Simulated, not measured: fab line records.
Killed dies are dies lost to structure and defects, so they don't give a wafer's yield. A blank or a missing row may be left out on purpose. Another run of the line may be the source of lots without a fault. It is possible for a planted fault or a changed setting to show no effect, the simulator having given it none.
fab line records	flow sky130
record lots=5	wafers=15	last_day=50
route steps=708 shown CONTACT@426 METAL1@434 PAD_OPEN@708
lots untouched by any fault: they come from a run of this same line in which no faults occurred
start_h: hours from the record's opening day to when the first of the lot's shown wafers began	wait_h: hours since the lot's step before	" repeats the value in the row above	L1.1+2: several wafers, shown together as one row	- value missing, or start not given	* or withheld: withheld	< > ~ a bound
route shown NAME@n: NAME is a module with steps in the file, n the number in the route of the first one	usual: average and standard deviation across the fault-free wafers	same: alike in all rows	chamber/n: place in a boat	sites: per-site readings	_std_site: their standard deviation	_edge_site: the outer-site mean with the inner-site mean subtracted	radius_mm: how far each site lies from the wafer's centre	mask NAME#n: copy n	behind: tool/chamber where the wafer was last shaped	hold: cause of the lot's hold/its duration in hours/its outcome	device: names the non-switching transistor (n, p or np)	end of line: tests of these same wafers at the route's end	step lacking rows: just its recipe	killed: at the first sort, the dies lost to defects and structure; wafer yield is something else	map: the dies of a wafer, with x for killed, . for not killed, _ for no die there
set.NAME: the setting the step ran with; set.NAME@STEP: the setting that earlier step ran with	model.NAME: the simulator's own value behind a step, which no gauge read
lots at selected steps of the route; one table per step, one row per wafer
services: a tool's chamber out of use, with start hour (start_h, from the record's first day; less than 0 if before it), hours out, and reason
## steps
# step SKY_CONTACT_STRIP_20
# recipe chemistry=post_etch_residue_remover	time_s=1200	temp_c=72.5
# step SKY_CONTACT_CLEAN_21
# recipe chemistry=IPA	time_s=180	temp_c=25
# step SKY_CONTACT_CLEAN_22
# recipe chemistry=O3/DIW	dry=n2_spin
# step SKY_CONTACT_SPUTTER_23
# recipe material=TiN	target_thk_nm=20	chamber_pressure_pa=5	power_w=4000	time_s=80
# step SKY_CONTACT_CVD_24
# recipe material=W	target_thk_nm=340	time_s=102.12	temp_c=400	pressure_torr=40
# step SKY_CONTACT_RS_MEAS_25
# recipe thk_meas_gauge=four-point-probe	reads=W_of_CONTACT_CVD_24+TiN_of_CONTACT_SPUTTER_23
# usual CONTACT_W_RS=0.337/0.0047
lot.wafer	tool	chamber	start_h	wait_h	CONTACT_W_RS[ohm/sq]
L174.2	film_metro-03	-	738.54	0.1	0.335
L174.4	"	-	"	"	0.340
L174.5	"	-	"	"	0.343
L183.3	film_metro-04	-	811.25	0.1	0.342
L183.4	"	-	"	"	0.340
L183.6	"	-	"	"	0.345
L185.1	film_metro-04	-	820.71	0.1	0.340
L185.2	"	-	"	"	0.334
L185.4	"	-	"	"	0.332
L186.1	film_metro-03	-	831.69	0.1	0.328
L186.4	"	-	"	"	0.336
L186.6	"	-	"	"	0.343
L196.1	film_metro-04	-	907.27	0.1	0.342
L196.4	"	-	"	"	0.340
L196.6	"	-	"	"	0.341
# step SKY_CONTACT_THK_MEAS_26
# recipe thk_meas_gauge=xrf	reads=W_of_CONTACT_CVD_24
# usual CONTACT_W_THK=352/6.7
lot.wafer	tool	chamber	start_h	wait_h	CONTACT_W_THK[nm]
L174.2	film_metro-03	-	738.65	0.1	359
L174.4	"	-	"	"	354
L174.5	"	-	"	"	350
L183.3	film_metro-04	-	811.35	0.1	345
L183.4	"	-	"	"	349
L183.6	"	-	"	"	344
L185.1	film_metro-04	-	820.83	0.1	348
L185.2	"	-	"	"	357
L185.4	"	-	"	"	356
L186.1	film_metro-03	-	831.81	0.1	365
L186.4	"	-	"	"	357
L186.6	"	-	"	"	351
L196.1	film_metro-04	-	907.39	0.1	348
L196.4	"	-	"	"	350
L196.6	"	-	"	"	349
# step SKY_CONTACT_CMP_27
# recipe stop_on=SiO2	t_overpolish_s=15	down_force_psi=3.5	platen_rpm=60	target_thk_nm=0	pad_velocity_m_s=0.94248
# usual motor_current_A=11.3/1.1	overpolish_run_s=15.000/0.0095	time_to_endpoint_s=82/3.4
lot.wafer	tool	chamber	start_h	wait_h	motor_current_A	overpolish_run_s	time_to_endpoint_s
L174.2	cmp-02	1	738.82	0.2	10.8	15.010	82
L174.4	"	3	"	"	10.8	14.997	82
L174.5	"	2	"	"	11.5	14.988	82
L183.3	cmp-02	2	811.44	0.1	12.1	14.993	78
L183.4	"	3	"	"	11.2	14.993	80
L183.6	"	1	"	"	9.9	15.007	79
L185.2	cmp-02	1	820.89	0.0	10.7	14.988	81
L185.4	"	2	"	"	11.2	14.994	82
L185.1	"	3	"	"	11.2	15.017	81
L186.4	cmp-01	1	831.87	0.0	11.0	15.004	89
L186.1	"	0	"	"	10.6	14.998	90
L186.6	"	1	"	"	10.8	14.996	85
L196.4	cmp-01	3	907.45	0.0	12.9	14.987	81
L196.1	"	1	"	"	10.9	14.982	83
L196.6	"	3	"	"	13.0	15.005	80
# step SKY_METAL1_SPUTTER_00
# recipe material=Ti	target_thk_nm=15	power_w=3000	time_s=10	chamber_pressure_pa=0.4
# usual throttle_valve_pct=30.0/1.1
lot.wafer	tool	chamber	start_h	wait_h	throttle_valve_pct
L174.2	pvd_sputter-03	-	739.12	0.2	29.0
L174.4	"	-	"	"	29.6
L174.5	"	-	"	"	30.9
L183.3	pvd_sputter-02	-	811.69	0.2	28.9
L183.4	"	-	"	"	30.4
L183.6	"	-	"	"	30.3
L185.1	pvd_sputter-02	-	821.19	0.1	28.6
L185.2	"	-	"	"	30.3
L185.4	"	-	"	"	30.5
L186.1	pvd_sputter-03	-	832.17	0.1	29.5
L186.4	"	-	"	"	30.2
L186.6	"	-	"	"	31.8
L196.1	pvd_sputter-03	-	907.75	0.1	32.0
L196.4	"	-	"	"	30.7
L196.6	"	-	"	"	29.2
# step SKY_METAL1_SPUTTER_01
# recipe material=TiN	target_thk_nm=20	power_w=6500	time_s=16.7	chamber_pressure_pa=0.4
# step SKY_METAL1_SPUTTER_02
# recipe material=AlCu	target_thk_nm=250	power_w=10600	time_s=13.3	chamber_pressure_pa=0.4
# step SKY_METAL1_SPUTTER_03
# recipe material=Ti	target_thk_nm=5	power_w=3000	time_s=3.3	chamber_pressure_pa=0.4
# usual throttle_valve_pct=30.0/1
lot.wafer	tool	chamber	start_h	wait_h	throttle_valve_pct
L174.2	pvd_sputter-03	-	739.19	0.0	29.4
L174.4	"	-	"	"	29.3
L174.5	"	-	"	"	30.7
L183.3	pvd_sputter-02	-	811.76	0.0	29.0
L183.4	"	-	"	"	30.4
L183.6	"	-	"	"	30.4
L185.1	pvd_sputter-02	-	821.27	0.0	28.7
L185.2	"	-	"	"	30.3
L185.4	"	-	"	"	30.7
L186.1	pvd_sputter-03	-	832.25	0.0	29.4
L186.4	"	-	"	"	30.7
L186.6	"	-	"	"	32.4
L196.1	pvd_sputter-03	-	907.82	0.0	32.2
L196.4	"	-	"	"	30.7
L196.6	"	-	"	"	28.9
# step SKY_METAL1_SPUTTER_04
# recipe material=TiN	target_thk_nm=70	power_w=6500	time_s=58.3	chamber_pressure_pa=0.4
# usual throttle_valve_pct=30.0/1.1
lot.wafer	tool	chamber	start_h	wait_h	throttle_valve_pct	model.TiN_of_METAL1_SPUTTER_04.thk_nm
L174.2	pvd_sputter-03	-	739.21	0.0	29.2	69.93
L174.4	"	-	"	"	29.6	69.67
L174.5	"	-	"	"	30.7	69.16
L183.3	pvd_sputter-02	-	811.78	0.0	28.8	70.41
L183.4	"	-	"	"	30.5	70.74
L183.6	"	-	"	"	30.5	70.2
L185.1	pvd_sputter-02	-	821.28	0.0	28.7	132.2
L185.2	"	-	"	"	30.1	70.08
L185.4	"	-	"	"	30.6	69.91
L186.1	pvd_sputter-03	-	832.27	0.0	29.3	69.31
L186.4	"	-	"	"	30.7	69.7
L186.6	"	-	"	"	31.6	69.79
L196.1	pvd_sputter-03	-	907.84	0.0	32.0	71.54
L196.4	"	-	"	"	30.4	71.82
L196.6	"	-	"	"	29.2	72.12
# step SKY_METAL1_RS_MEAS_05
# recipe thk_meas_gauge=four-point-probe	reads=TiN_of_METAL1_SPUTTER_04+Ti_of_METAL1_SPUTTER_03+AlCu_of_METAL1_SPUTTER_02+TiN_of_METAL1_SPUTTER_01+Ti_of_METAL1_SPUTTER_00
# usual METAL1_ALCU_RS=0.1263/0.0015
lot.wafer	tool	chamber	start_h	wait_h	hold	METAL1_ALCU_RS[ohm/sq]
L174.2	film_metro-03	-	739.28	0.0	-	0.1261
L174.4	"	-	"	"	-	0.1270
L174.5	"	-	"	"	-	0.1258
L183.3	film_metro-01	-	811.87	0.1	-	0.1291
L183.4	"	-	"	"	-	0.1286
L183.6	"	-	"	"	-	0.1294
L185.1	film_metro-01	-	821.33	0.0	await_dispo/0.2h/release	0.1263
L185.2	"	-	"	"	await_dispo/0.2h/release	0.1265
L185.4	"	-	"	"	await_dispo/0.2h/release	0.1280
L185.1	film_metro-01	-	821.62	0.3	-	0.1264
L185.2	"	-	"	"	-	0.1264
L185.4	"	-	"	"	-	0.1277
L186.1	film_metro-02	-	832.33	0.0	-	0.1273
L186.4	"	-	"	"	-	0.1268
L186.6	"	-	"	"	-	0.1253
L196.1	film_metro-03	-	907.89	0.0	-	0.1220
L196.4	"	-	"	"	-	0.1223
L196.6	"	-	"	"	-	0.1233
# step SKY_METAL1_THK_MEAS_06
# recipe thk_meas_gauge=xrf	reads=AlCu_of_METAL1_SPUTTER_02
# usual METAL1_ALCU_THK=248/3.2
lot.wafer	tool	chamber	start_h	wait_h	hold	METAL1_ALCU_THK[nm]
L174.2	film_metro-03	-	739.39	0.1	-	251
L174.4	"	-	"	"	-	247
L174.5	"	-	"	"	-	251
L183.3	film_metro-01	-	811.97	0.1	-	244
L183.4	"	-	"	"	-	245
L183.6	"	-	"	"	-	244
L185.1	film_metro-01	-	824.18	2.5	await_dispo/0.2h/release	217
L185.2	"	-	"	"	await_dispo/0.2h/release	249
L185.4	"	-	"	"	await_dispo/0.2h/release	245
L185.1	film_metro-01	-	824.40	0.2	-	219
L185.2	"	-	"	"	-	247
L185.4	"	-	"	"	-	246
L186.1	film_metro-02	-	832.45	0.1	-	244
L186.4	"	-	"	"	-	246
L186.6	"	-	"	"	-	251
L196.1	film_metro-03	-	908.01	0.1	-	254
L196.4	"	-	"	"	-	253
L196.6	"	-	"	"	-	251
# step SKY_METAL1_HMDS_08
# recipe prime_time_s=60	prime_temp_c=120
# step SKY_METAL1_COAT_09
# recipe resist=BARC	temp_c=withheld	time_s=withheld	spin_rpm=3000	resist_thk_nm=60
# step SKY_METAL1_COAT_10
# recipe resist=KrF-thick	spin_rpm=3000	resist_thk_nm=450
# step SKY_METAL1_SOFTBAKE_11
# recipe temp_c=100	time_s=90	resist=KrF-thick
# step SKY_METAL1_EXPOSE_12
# recipe mask_id=MM1	na=0.8	source_shape=annular	sigma_inner=0.55	sigma_outer=0.85	target_cd_nm=140	dose_mj=28
# step SKY_METAL1_PEB_13
# recipe peb_temp_c=withheld	peb_time_s=withheld	resist=KrF-thick
# step SKY_METAL1_DEVELOP_14
# recipe develop_time_s=60	resist=KrF-thick	dev_temp_c=21
# step SKY_METAL1_CD_MEAS_15
# recipe target_cd_nm=140
# usual cd_nm=140.1/1.3
lot.wafer	tool	chamber	start_h	wait_h	cd_nm
L174.2	cd_sem-02	-	766.06	-	138.2
L174.4	"	-	"	"	138.0
L174.5	"	-	"	"	139.0
L183.3	cd_sem-01	-	839.53	-	139.8
L183.4	"	-	"	"	139.7
L183.6	"	-	"	"	139.7
L185.1	cd_sem-01	-	848.91	-	139.4
L185.2	"	-	"	"	140.2
L185.4	"	-	"	"	142.4
L186.1	cd_sem-01	-	859.81	-	142.4
L186.4	"	-	"	"	140.5
L186.6	"	-	"	"	141.3
L196.1	cd_sem-02	-	932.79	-	138.8
L196.4	"	-	"	"	138.8
L196.6	"	-	"	"	139.4
# step SKY_METAL1_OVL_MEAS_16
# usual METAL1_OVL=0/6
lot.wafer	tool	chamber	start_h	wait_h	METAL1_OVL[nm]
L174.2	overlay-01	-	766.17	0.1	-12
L174.4	"	-	"	"	-8
L174.5	"	-	"	"	-10
L183.3	overlay-02	-	839.62	0.1	0
L183.4	"	-	"	"	-5
L183.6	"	-	"	"	-1
L185.1	overlay-01	-	849.03	0.1	3
L185.2	"	-	"	"	-6
L185.4	"	-	"	"	0
L186.1	overlay-01	-	859.93	0.1	-2
L186.4	"	-	"	"	-4
L186.6	"	-	"	"	0
L196.1	overlay-01	-	932.91	0.1	-2
L196.4	"	-	"	"	8
L196.6	"	-	"	"	-1
# step SKY_METAL1_DESCUM_17
# recipe chemistry=O2	source_power_w=150	bias_power_w=0	pressure_mtorr=10	temp_c=40	time_s=8
# usual drypump_motor_current_A=5.7/0.53	oes_product_au=0.997/0.009
lot.wafer	tool	chamber	start_h	wait_h	drypump_motor_current_A	oes_product_au	rf_hours_counter_h
L174.2	rie_metal-02	0	766.20	0.0	6.6	1.010	15
L174.4	"	0	"	"	6.6	1.008	-
L174.5	"	0	"	"	6.6	1.001	-
L183.3	rie_metal-02	1	839.66	0.0	5.5	0.999	-
L183.4	"	1	"	"	5.5	1.001	-
L183.6	"	1	"	"	5.5	0.999	-
L185.1	rie_metal-04	0	849.07	0.0	6.0	0.973	13
L185.2	"	1	"	"	6.0	0.995	7
L185.4	"	0	"	"	6.0	0.974	-
L186.1	rie_metal-04	1	859.97	0.0	6.0	1.006	7
L186.4	"	0	"	"	6.0	0.997	-
L186.6	"	0	"	"	6.0	0.993	-
L196.1	rie_metal-02	1	932.95	0.0	5.5	1.004	18
L196.4	"	1	"	"	5.5	1.017	-
L196.6	"	1	"	"	5.4	1.013	-
# step SKY_METAL1_ETCH_18
# recipe chemistry=N2/H2	target=BARC	ion_energy_ev=200	bias_w=100	pressure_mtorr=30	n2_flow_sccm=100	h2_flow_sccm=200	icp_w=500	stop_on=SiO2	time_s=45.9	target_depth_a=600
# step SKY_METAL1_METAL_ETCH_19
# recipe target_depth_a=3600	stop_on=SiO2	over_etch_frac=0.3	time_s=78	chemistry=Cl2/BCl3	resist_sidewall_deg=88	pressure_mtorr=10	icp_w=900	bias_w=48.5	Cl2_flow_sccm=60	bcl3_flow_sccm=30
# usual drypump_motor_current_A=5.7/0.53	mfc_cl2_sccm=59.97/0.17	oes_product_au=0.855/0.0058	throttle_valve_pct=22.264/0.0092
lot.wafer	tool	chamber	start_h	wait_h	drypump_motor_current_A	mfc_cl2_sccm	oes_product_au	rf_hours_counter_h	throttle_valve_pct
L174.2	rie_metal-02	0	766.29	0.0	6.6	59.87	0.862	15	22.262
L174.4	"	0	"	"	6.6	59.82	0.851	-	22.270
L174.5	"	0	"	"	6.6	59.81	0.857	-	22.250
L183.3	rie_metal-02	1	839.89	0.1	5.4	60.04	0.850	-	22.276
L183.4	"	1	"	"	5.4	59.92	0.856	-	22.264
L183.6	"	1	"	"	5.5	60.00	0.848	-	22.255
L185.1	rie_metal-04	0	849.16	0.0	6.0	60.10	0.892	13	22.264
L185.2	"	1	"	"	6.0	59.81	0.852	7	22.250
L185.4	"	0	"	"	6.0	60.15	0.852	-	22.266
L186.1	rie_metal-04	1	860.06	0.0	6.0	60.20	0.849	7	22.259
L186.4	"	0	"	"	6.0	59.82	0.851	-	22.258
L186.6	"	0	"	"	6.0	59.74	0.847	-	22.268
L196.1	rie_metal-02	1	933.04	0.0	5.5	60.11	0.842	18	22.248
L196.4	"	1	"	"	5.5	60.06	0.842	-	22.263
L196.6	"	1	"	"	5.5	59.75	0.847	-	22.273
# step SKY_METAL1_STRIP_20
# recipe chemistry=O2/N2	power_w=1400	pressure_mtorr=1500	platen_temp_c=withheld	o2_flow_sccm=3000	n2_flow_sccm=300	overash_fraction=0.5
# usual drypump_motor_current_A=6.0/0.36	oes_product_au=0.344/0.0042	strip_time_to_endpoint_s=2.71/0.035
# same overash_fraction=0.5
lot.wafer	tool	chamber	start_h	wait_h	drypump_motor_current_A	oes_product_au	rf_hours_counter_h	strip_time_to_endpoint_s
L174.2	plasma_asher-02	1	766.38	0.1	5.5	0.344	33	2.70
L174.4	"	1	"	"	5.5	0.345	-	2.69
L174.5	"	0	"	"	5.2	0.345	-	2.68
L183.3	plasma_asher-01	1	840.05	0.1	6.5	0.351	-	2.73
L183.4	"	0	"	"	5.7	0.349	-	2.77
L183.6	"	0	"	"	5.7	0.346	-	2.71
L185.1	plasma_asher-03	1	849.25	0.1	6.0	0.341	11	2.81
L185.2	"	0	"	"	6.0	0.340	11	2.72
L185.4	"	1	"	"	6.0	0.352	-	2.80
L186.1	plasma_asher-03	0	860.15	0.1	6.0	0.345	13	2.67
L186.4	"	1	"	"	6.0	0.343	-	2.76
L186.6	"	1	"	"	6.0	0.338	-	2.76
L196.1	plasma_asher-01	0	933.13	0.1	5.7	0.342	82	2.69
L196.4	"	1	"	"	6.5	0.341	-	2.69
L196.6	"	1	"	"	6.6	0.344	-	2.67
# step SKY_METAL1_STRIP_21
# recipe chemistry=post_etch_residue_remover	time_s=1200	temp_c=72.5
lot.wafer	tool	chamber	start_h	wait_h	model.TiN_of_METAL1_SPUTTER_04.thk_nm
L174.2	wet_bench-02	2	766.48	0.1	69.51
L174.4	"	2	"	"	69.25
L174.5	"	2	"	"	68.75
L183.3	wet_bench-02	3	840.11	0.0	69.99
L183.4	"	3	"	"	70.32
L183.6	"	3	"	"	69.79
L185.1	wet_bench-01	0	849.35	0.1	131.8
L185.2	"	0	"	"	69.66
L185.4	"	0	"	"	69.49
L186.1	wet_bench-02	2	860.25	0.1	68.89
L186.4	"	2	"	"	69.28
L186.6	"	2	"	"	69.36
L196.1	wet_bench-04	2	933.23	0.1	71.12
L196.4	"	2	"	"	71.4
L196.6	"	2	"	"	71.7
# step SKY_METAL1_CLEAN_22
# recipe chemistry=IPA	time_s=180	temp_c=25
# step SKY_PAD_OPEN_PROBE_99
# usual defect_limited_yield=82.5/1.9	killed_at_M0_to_M3=44/6.4	killed_at_M4_up=3.4/2.1	killed_at_contacts=23/5	killed_at_front_end=15/4.5	killed_at_other=0.3/0.54	killed_dies=86/9.5	killed_open=48/6.9	killed_short=38/5.9	sort_bin_3_pad_short=0.8/0.44	sort_bin_5_function=10.5/1.6	sort_bin_6_memory=6.1/1.1	sort_n_pass=406/9.5	sort_yield_pct=82.5/1.9
# same gross_dies=492	killed_at_back_side=0	sort_bin_4_leakage[%]=0	sort_bin_8_speed[%]=0
lot.wafer	tool	chamber	start_h	wait_h	defect_limited_yield[%]	killed_at_M0_to_M3	killed_at_M4_up	killed_at_contacts	killed_at_front_end	killed_at_other	killed_dies	killed_open	killed_short	sort_bin_3_pad_short[%]	sort_bin_5_function[%]	sort_bin_6_memory[%]	sort_n_pass	sort_yield_pct[%]	model.etest.via1_chain.rc_ohm
L174.2	prober-02	-	1078.53	0.1	81.3	49	2	25	16	0	92	41	51	0.6	12.4	5.7	400	81.3	15.5
L174.4	prober-02	-	1078.63	0.2	78.7	46	5	33	21	0	105	58	47	1.0	13.2	7.1	387	78.7	15.83
L174.5	prober-02	-	1078.68	0.2	82.3	45	3	23	16	0	87	47	40	1.2	9.6	6.9	405	82.3	16.82
L183.3	prober-01	-	1133.52	0.2	85.2	41	2	19	11	0	73	41	32	1.0	8.7	5.1	419	85.2	15.88
L183.4	prober-01	-	1133.57	0.2	82.1	41	5	24	16	2	88	49	37	1.4	10.8	5.7	404	82.1	15.3
L183.6	prober-01	-	1133.67	0.2	80.9	43	4	25	22	0	94	58	35	0.6	12.4	6.1	398	80.9	16.03
L185.1	prober-01	-	1140.66	0.1	82.7	45	0	24	15	1	85	38	47	0.8	8.7	7.7	407	82.7	20.21
L185.2	prober-01	-	1140.71	0.1	80.3	48	3	30	16	0	97	55	42	0.8	12.0	6.9	395	80.3	16.74
L185.4	prober-01	-	1140.81	0.2	82.5	41	4	28	13	0	86	56	30	0.6	11.6	5.3	406	82.5	16.71
L186.1	prober-02	-	1147.58	0.1	78.3	55	6	28	17	1	107	67	38	0.4	13.0	8.3	385	78.3	16.15
L186.4	prober-02	-	1147.73	0.2	79.5	59	4	19	19	0	101	52	47	1.2	13.0	6.3	391	79.5	17.75
L186.6	prober-02	-	1147.83	0.2	78.9	56	2	19	27	0	104	48	56	1.6	13.2	6.3	388	78.9	17.47
L196.1	prober-02	-	1196.41	0.1	85.2	40	5	16	12	0	73	43	29	0.6	8.7	5.5	419	85.2	16.49
L196.4	prober-02	-	1196.56	0.2	84.3	45	2	21	8	1	77	48	28	0.4	9.1	6.1	415	84.3	16.38
L196.6	prober-02	-	1196.66	0.2	82.3	47	4	25	11	0	87	46	41	0.4	10.6	6.7	405	82.3	16.09
# killed by level:class
L174.2 VIA1:geometric_particle:open=10 FIELD_ISO:geometric_particle:short=9 VIA3:geometric_particle:short=8 CONTACT:geometric_particle:open=8 VIA1:geometric_particle:short=7 VIA2:geometric_particle:open=7 LI_CONTACT:geometric_particle:open=5 LOCAL_INTERCONNECT:geometric_particle:short=5
L174.4 VIA1:geometric_particle:open=12 LI_CONTACT:geometric_particle:open=11 VIA2:geometric_particle:open=8 CONTACT:geometric_particle:short=7 CONTACT:geometric_particle:open=7 FIELD_ISO:geometric_particle:open=6 METAL1:geometric_particle:short=6 METAL2:geometric_particle:short=6
L174.5 VIA3:geometric_particle:short=10 VIA3:geometric_particle:open=9 VIA1:geometric_particle:open=8 LI_CONTACT:geometric_particle:open=7 CONTACT:geometric_particle:short=6 CONTACT:geometric_particle:open=6 VIA2:geometric_particle:open=6 FIELD_ISO:geometric_particle:open=5
L183.3 VIA1:geometric_particle:open=16 CONTACT:geometric_particle:open=9 FIELD_ISO:geometric_particle:short=7 VIA1:geometric_particle:short=6 METAL1:geometric_particle:short=4 VIA2:geometric_particle:open=3 LI_CONTACT:geometric_particle:open=3 LOCAL_INTERCONNECT:geometric_particle:short=3
L183.4 VIA2:geometric_particle:open=10 LI_CONTACT:geometric_particle:open=9 VIA1:geometric_particle:open=9 FIELD_ISO:geometric_particle:short=5 LOCAL_INTERCONNECT:geometric_particle:short=5 FIELD_ISO:geometric_particle:open=4 CONTACT:geometric_particle:open=4 POLY_GATE:geometric_particle:short=4
L183.6 LI_CONTACT:geometric_particle:open=12 VIA2:geometric_particle:open=10 VIA1:geometric_particle:open=8 FIELD_ISO:geometric_particle:open=7 CONTACT:geometric_particle:open=7 POLY_GATE:geometric_particle:open=6 METAL3:geometric_particle:short=6 VIA1:geometric_particle:short=5
L185.1 VIA1:geometric_particle:open=9 METAL1:geometric_particle:short=8 CONTACT:geometric_particle:open=7 METAL2:geometric_particle:short=7 FIELD_ISO:geometric_particle:short=5 LI_CONTACT:geometric_particle:open=5 LOCAL_INTERCONNECT:geometric_particle:short=5 VIA3:geometric_particle:open=5
L185.2 VIA1:geometric_particle:open=12 LI_CONTACT:geometric_particle:open=11 METAL2:geometric_particle:short=9 CONTACT:geometric_particle:open=7 LI_CONTACT:geometric_particle:short=4 LOCAL_INTERCONNECT:geometric_particle:short=4 CONTACT:geometric_particle:short=4 VIA3:geometric_particle:open=4
L185.4 CONTACT:geometric_particle:open=11 VIA1:geometric_particle:open=11 VIA2:geometric_particle:open=8 LI_CONTACT:geometric_particle:open=7 VIA3:geometric_particle:open=7 FIELD_ISO:geometric_particle:open=5 VIA1:geometric_particle:short=5 METAL4:geometric_particle:short=4
L186.1 CONTACT:geometric_particle:open=12 VIA3:geometric_particle:open=11 VIA1:geometric_particle:open=11 VIA2:geometric_particle:open=11 METAL2:geometric_particle:short=7 FIELD_ISO:geometric_particle:open=6 VIA2:geometric_particle:short=6 POLY_GATE:geometric_particle:open=5
L186.4 VIA1:geometric_particle:open=24 METAL2:geometric_particle:short=7 VIA3:geometric_particle:open=7 METAL1:geometric_particle:short=6 POLY_GATE:geometric_particle:short=6 LOCAL_INTERCONNECT:geometric_particle:short=5 CONTACT:geometric_particle:short=5 CONTACT:geometric_particle:open=5
L186.6 METAL1:geometric_particle:short=11 VIA1:geometric_particle:open=10 METAL2:geometric_particle:short=10 CONTACT:geometric_particle:open=7 POLY_GATE:geometric_particle:short=5 POLY_GATE:geometric_particle:open=4 VIA3:geometric_particle:open=4 VIA2:geometric_particle:open=4
L196.1 VIA2:geometric_particle:open=9 CONTACT:geometric_particle:open=7 VIA3:geometric_particle:open=6 VIA1:geometric_particle:short=5 VIA1:geometric_particle:open=5 CONTACT:geometric_particle:short=4 METAL1:geometric_particle:short=4 METAL4:geometric_particle:short=4
L196.4 VIA1:geometric_particle:open=15 VIA3:geometric_particle:open=11 CONTACT:geometric_particle:open=9 LOCAL_INTERCONNECT:geometric_particle:short=6 LI_CONTACT:geometric_particle:open=5 METAL2:geometric_particle:short=4 VIA3:geometric_particle:short=4 POLY_GATE:geometric_particle:short=3
L196.6 LI_CONTACT:geometric_particle:open=9 VIA2:geometric_particle:open=8 VIA3:geometric_particle:open=8 VIA1:geometric_particle:open=7 METAL2:geometric_particle:short=7 CONTACT:geometric_particle:open=5 VIA1:geometric_particle:short=5 METAL3:geometric_particle:short=5
## services
tool	chamber	start_h	hours	kind
cmp-01	-	731.43	3.2	pm
plasma_asher-03	-	733.75	9.0	pm
cmp-01	-	737.75	0.8	repair
cmp-02	-	744.76	4.0	pm
pvd_sputter-03	-	752.22	4.7	repair
plasma_asher-02	-	753.23	4.1	repair
plasma_asher-01	-	754.35	14.6	pm
pvd_sputter-03	-	768.96	12.4	repair
rie_metal-02	-	789.98	0.7	repair
cmp-02	-	796.94	5.2	pm
cmp-01	-	803.08	0.3	repair
cmp-02	-	804.06	1.7	repair
rie_metal-02	0	805.95	20.4	repair
cmp-01	-	812.12	0.4	repair
pvd_sputter-02	-	824.34	1.9	repair
cmp-02	-	846.72	5.8	pm
pvd_sputter-03	-	852.95	9.3	repair
cmp-02	-	853.66	3.9	repair
pvd_sputter-02	-	878.24	2.6	repair
pvd_sputter-02	-	878.65	4.5	repair
rie_metal-02	0	883.75	9.9	repair
cmp-02	-	906.50	1.9	repair
cmp-01	-	912.26	4.0	pm
plasma_asher-01	-	925.21	3.6	repair
## key
first_sign step=SKY_METAL1_RS_MEAS_05	reading=visit	direction=added
effect step=SKY_METAL1_THK_MEAS_06	reading=visit	direction=added
effect step=SKY_METAL1_THK_MEAS_06	reading=METAL1_ALCU_THK	direction=down	sigmas=9.6	usual=248	struck=217
effect step=SKY_METAL1_METAL_ETCH_19	reading=oes_product_au	direction=up	sigmas=6.5	usual=0.855	struck=0.892
model_effect step=SKY_METAL1_SPUTTER_04	value=TiN_of_METAL1_SPUTTER_04.thk_nm	without=70.48	struck=132.2
model_effect step=SKY_METAL1_STRIP_21	value=TiN_of_METAL1_SPUTTER_04.thk_nm	without=70.06	struck=131.8
model_effect step=SKY_PAD_OPEN_PROBE_99	value=etest.via1_chain.rc_ohm	without=17	struck=20.21
met_at SKY_METAL1_SPUTTER_04
struck_wafers L185.1
onset_between 811.78 821.28
fault kind=process_parameter_drift	tool=pvd_sputter-02	chamber=-	onset_h=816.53	steps=SKY_METAL1_SPUTTER_04	channel=target_thk_nm	offset=61.696	shape=step	end_h=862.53	acts_in=these_recipes_only	stated=70	scope=struck_wafers_only
